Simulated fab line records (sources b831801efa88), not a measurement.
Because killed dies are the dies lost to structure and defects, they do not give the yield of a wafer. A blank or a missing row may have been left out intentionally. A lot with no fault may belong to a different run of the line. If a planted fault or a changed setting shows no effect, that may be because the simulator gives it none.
Which of the tools did it? | flow gf180mcu | 21 wafers from 7 lots sampled at 2 of the route's 602 steps

== WHAT THE GAUGES READ, wafer by wafer ==
GF_M4_OVL_MEAS_15.
lot  | measured     | on         | M4_OVL (nm)
L109 | day 24 08:53 | overlay-02 | -9 -3 -6
L111 | day 25 00:02 | overlay-02 | -14 1 -10
L117 | day 26 22:59 | overlay-01 | 0 -3 4
L122 | day 28 13:00 | overlay-01 | -3 8 6
L124 | day 29 01:47 | overlay-01 | -3 -1 0
L126 | day 29 17:14 | overlay-02 | -12 -8 -5
L129 | day 30 11:11 | overlay-01 | 0 1 2

== WHAT TOOL EACH LOT RAN ON (gives the tool, then ch and the chambers of the sampled wafers, and finally the start) ==
lot  | GF_M4_SPUTTER_02
L109 | pvd_sputter-01, day 23 10:20
L111 | pvd_sputter-02, day 24 02:18
L117 | pvd_sputter-03, day 26 01:29
L122 | pvd_sputter-03, day 27 16:59
L124 | pvd_sputter-02, day 28 06:03
L126 | pvd_sputter-02, day 28 22:09
L129 | pvd_sputter-01, day 29 16:57
- GF_M4_SPUTTER_02: material AlCu, target thk 450 nm, time 23.9 s.

== THE ANSWER, worked out from the rows above alone ==
Rule: usual is defined by the lots themselves. Put in order of their means at a reading, lots are off if they are a third of the lots or fewer, leave a main group of 4 or more, and stand apart from it by a gap of 3 or more times the standard deviation of the main group's means; of several such gaps the widest counts. The tables above print the reading to a certain number of digits; a main group whose means all agree to those digits is not used. A lot without any number at a reading at which 4 lots or more have one is off too. Where the step has rows for the other lots, those lots are counted as sound.
Nothing can be told from this: no lot is off at any reading shown.

== WHAT THE SIMULATOR PUT IN ==
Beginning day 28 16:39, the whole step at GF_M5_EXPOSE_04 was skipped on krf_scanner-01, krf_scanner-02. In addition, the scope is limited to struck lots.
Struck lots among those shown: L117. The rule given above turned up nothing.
